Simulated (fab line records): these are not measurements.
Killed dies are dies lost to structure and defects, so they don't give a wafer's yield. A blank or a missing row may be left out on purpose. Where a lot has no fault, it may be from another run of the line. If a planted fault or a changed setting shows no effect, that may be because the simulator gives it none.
What tool caused it? ; flow gf180mcu ; 6 lots, 18 wafers sampled, at 3 steps of a route of 602

## WHAT THE GAUGES READ, wafer by wafer
GF_M3_CD_MEAS_14 targets a cd of 280 nm.
lot;measured;on;cdNm (nm)
L468;day 21 17:20;cdSem-01;278.4 278.9 280.3
L470;day 22 03:43;cdSem-01;280.7 281.1 280.5
L474;day 23 15:51;cdSem-02;280.0 280.5 280.7
L478;day 25 09:35;cdSem-02;282.5 280.1 281.7
L480;day 25 22:10;cdSem-01;280.9 280.8 279.7
L483;day 27 04:34;cdSem-02;280.6 278.9 279.7

## TOOL THAT RAN EACH LOT (tool first, then ch and the chambers of the sampled wafers, then the start)
lot;GF_M3_SPUTTER_01;GF_M3_SOFTBAKE_10
L468;pvdSputter-02, day 20 18:02;lithoTrack-01 ch 0, day 21 05:24
L470;pvdSputter-03, day 21 04:10;lithoTrack-01 ch 0, day 21 15:54
L474;pvdSputter-01, day 22 16:55;lithoTrack-03 ch 0, day 23 05:05
L478;pvdSputter-02, day 24 12:08;lithoTrack-01 ch 0, day 24 23:28
L480;pvdSputter-03, day 25 02:13;lithoTrack-01 ch 0, day 25 11:34
L483;pvdSputter-01, day 26 08:15;lithoTrack-03 ch 0, day 26 18:29
- GF_M3_SPUTTER_01: material TiN, target thk 30 nm, time 25 s.
- GF_M3_SOFTBAKE_10: time 60 s.

## THE ANSWER, worked out from the rows above alone
Rule: the usual values come from the lots themselves. Put in order of their means at a reading, lots are off if they are a third of the lots or fewer, leave a main group of 4 or more, and stand apart from it by a gap of 3 or more times the standard deviation of the main group's means; of several such gaps the widest counts. If all means in a main group match to the digits the tables above print for the reading, that group is not used. Also off: a lot with no number at a reading for which 4 or more lots have one. All remaining lots with rows at the step are treated as sound.
No lot is off on any of the readings shown, so nothing can be concluded from this.

## WHAT HAD BEEN PUT IN BY THE SIMULATOR
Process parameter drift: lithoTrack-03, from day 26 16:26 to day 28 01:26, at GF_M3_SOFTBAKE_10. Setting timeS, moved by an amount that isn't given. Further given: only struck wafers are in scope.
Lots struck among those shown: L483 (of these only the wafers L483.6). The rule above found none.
